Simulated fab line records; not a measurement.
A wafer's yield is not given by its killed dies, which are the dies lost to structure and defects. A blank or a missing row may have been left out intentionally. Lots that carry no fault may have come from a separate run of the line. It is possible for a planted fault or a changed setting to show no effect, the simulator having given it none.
Matching of chambers / flow sky130 / 4 sister chambers for SKY_VIA4_CMP_02 on cmp-01
The step polishes SiO2. 4 wafers are shown with their chamber, then 12 later ones without.

== WAFERS WITH THEIR CHAMBER ==
wafer=L085.5; chamber=0; motorCurrentA (A)=12.5
wafer=L088.3; chamber=3; motorCurrentA (A)=12.2
wafer=L090.2; chamber=1; motorCurrentA (A)=10.9
wafer=L090.5; chamber=2; motorCurrentA (A)=12.6

== WAFERS WITHOUT THEIR CHAMBER ==
wafer=L093.2; motorCurrentA (A)=12.4
wafer=L093.3; motorCurrentA (A)=12.1
wafer=L093.5; motorCurrentA (A)=12.0
wafer=L094.1; motorCurrentA (A)=10.8
wafer=L094.4; motorCurrentA (A)=13.1
wafer=L094.5; motorCurrentA (A)=12.4
wafer=L095.2; motorCurrentA (A)=12.7
wafer=L095.4; motorCurrentA (A)=10.7
wafer=L095.5; motorCurrentA (A)=12.0
wafer=L096.1; motorCurrentA (A)=12.1
wafer=L096.2; motorCurrentA (A)=12.6
wafer=L096.3; motorCurrentA (A)=12.5

== THE CHAMBER EACH PASSED THROUGH ==
wafer=L093.2; from the rows above=can't be placed: 0 or 2 or 3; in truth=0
wafer=L093.3; from the rows above=can't be placed: 3 or 0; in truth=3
wafer=L093.5; from the rows above=can't be placed: 3 or 0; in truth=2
wafer=L094.1; from the rows above=1; in truth=1
wafer=L094.4; from the rows above=can't be placed: 2 or 0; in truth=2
wafer=L094.5; from the rows above=can't be placed: 0 or 2 or 3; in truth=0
wafer=L095.2; from the rows above=can't be placed: 2 or 0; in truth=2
wafer=L095.4; from the rows above=1; in truth=1
wafer=L095.5; from the rows above=can't be placed: 3 or 0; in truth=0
wafer=L096.1; from the rows above=can't be placed: 3 or 0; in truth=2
wafer=L096.2; from the rows above=can't be placed: 2 or 0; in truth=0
wafer=L096.3; from the rows above=can't be placed: 0 or 2 or 3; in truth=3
Correctly placed: 2 of 12. Cannot be placed on the basis of these rows: 10; the candidates contain the true chamber in 8. Placed wrongly: 0.
How it was worked out, from the rows above alone: a wafer's distance from a chamber is the root of the sum, over the readings, of the square of ((its reading less the chamber's mean) divided by the reading's scatter). If the next closest chamber is less than 2 further off than the closest, the wafer can't be placed; otherwise it belongs to the closest. For every chamber, the mean is computed from those of its wafers that are shown. The scatter (one wafer shown for each chamber): square how far every hidden wafer sits from the nearest shown wafer, average those squares and take the square root.
